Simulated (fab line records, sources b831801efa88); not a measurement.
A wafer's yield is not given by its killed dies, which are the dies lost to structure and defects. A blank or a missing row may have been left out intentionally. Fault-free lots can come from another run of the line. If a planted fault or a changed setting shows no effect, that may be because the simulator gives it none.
What tool caused it? + flow sky130 + 11 lots, 33 wafers sampled, at 1 step of a route of 708

== WHAT THE GAUGES READ, wafer by wafer ==
SKY_VIA1_CD_MEAS_12: the cd target is 150 nm.
| lot  | measured     | on        | cd_nm (nm)        |
|------|--------------|-----------|-------------------|
| L946 | day 34 04:04 | cd_sem-01 | 149.7 149.1 147.7 |
| L948 | day 34 11:52 | cd_sem-02 | 149.9 149.5 149.8 |
| L947 | day 34 12:15 | cd_sem-01 | 147.0 146.2 147.3 |
| L954 | day 36 15:34 | cd_sem-02 | 150.8 151.9 150.7 |
| L955 | day 36 21:46 | cd_sem-01 | 148.5 148.4 147.5 |
| L959 | day 38 02:02 | cd_sem-01 | 148.6 149.9 149.7 |
| L960 | day 38 10:31 | cd_sem-02 | 151.4 152.4 152.6 |
| L963 | day 40 10:13 | cd_sem-01 | 152.9 152.9 153.0 |
| L966 | day 40 11:13 | cd_sem-02 | 149.5 150.8 148.9 |
| L967 | day 40 17:49 | cd_sem-02 | 152.4 152.5 152.3 |
| L969 | day 40 22:25 | cd_sem-02 | 150.0 149.2 150.0 |

== WHAT TOOL EACH LOT RAN ON (gives the tool, then ch and the chambers of the sampled wafers, and finally the start) ==
The record holds no process step before these readings.

== THE ANSWER, worked out from the rows above alone ==
Rule: usual is defined by the lots themselves. The widest of any qualifying gaps counts: lots, ordered by their means at a reading, are off when they make up no more than a third of the lots, leave a main group of 4 or more, and stand apart from it by 3 or more times the standard deviation of that group's means. If all means in a main group match to the digits the tables above print for the reading, that group is not used. Also off: a lot with no number at a reading for which 4 or more lots have one. Any other lot the step has rows for is counted as sound.
No lot is off on any of the readings shown, so nothing can be concluded from this.

== WHAT WAS PUT IN BY THE SIMULATOR ==
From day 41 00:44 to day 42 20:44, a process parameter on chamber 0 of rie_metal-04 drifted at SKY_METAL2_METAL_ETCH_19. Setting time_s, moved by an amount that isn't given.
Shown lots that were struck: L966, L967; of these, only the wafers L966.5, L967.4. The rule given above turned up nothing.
